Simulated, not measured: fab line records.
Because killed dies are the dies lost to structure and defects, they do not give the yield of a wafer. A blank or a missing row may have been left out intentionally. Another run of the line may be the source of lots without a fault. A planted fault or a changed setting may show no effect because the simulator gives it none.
Which tool was responsible? | flow sky130 | at 1 step of a route of 708, 7 lots with 21 wafers sampled

== WHAT THE GAUGES SHOWED, per wafer ==
SKY_CAPM_THK_MEAS_04: measures by xrf.
lot  | measured     | on            | CAPM_TIN_THK (nm)
L297 | day 36 11:47 | film metro-01 | 199.8 196.3 199.4
L301 | day 38 11:37 | film metro-02 | 198.6 197.8 198.3
L299 | day 38 18:01 | film metro-04 | 197.5 197.1 197.7
L305 | day 40 08:04 | film metro-02 | 201.1 198.7 197.9
L308 | day 40 09:07 | film metro-02 | 196.5 199.4 198.0
L310 | day 40 19:50 | film metro-04 | 199.9 199.0 203.5
L318 | day 42 19:11 | film metro-01 | 196.5 198.3 196.2

== TOOL THAT RAN EACH LOT (tool first, then ch and the chambers of the sampled wafers, then the start) ==
There is no process step in the record ahead of these readings.

== THE ANSWER, worked out from the rows above alone ==
Rule: the lots themselves supply what counts as usual. Put in order of their means at a reading, lots are off if they are a third of the lots or fewer, leave a main group of 4 or more, and stand apart from it by a gap of 3 or more times the standard deviation of the main group's means; of several such gaps the widest counts. A main group is skipped when, at the precision printed for the reading in the tables above, its means are all equal. Also off: a lot with no number at a reading for which 4 or more lots have one. Any other lot the step has rows for is counted as sound.
No lot is off on any of the readings shown, so nothing can be concluded from this.

== WHAT WAS PUT IN BY THE SIMULATOR ==
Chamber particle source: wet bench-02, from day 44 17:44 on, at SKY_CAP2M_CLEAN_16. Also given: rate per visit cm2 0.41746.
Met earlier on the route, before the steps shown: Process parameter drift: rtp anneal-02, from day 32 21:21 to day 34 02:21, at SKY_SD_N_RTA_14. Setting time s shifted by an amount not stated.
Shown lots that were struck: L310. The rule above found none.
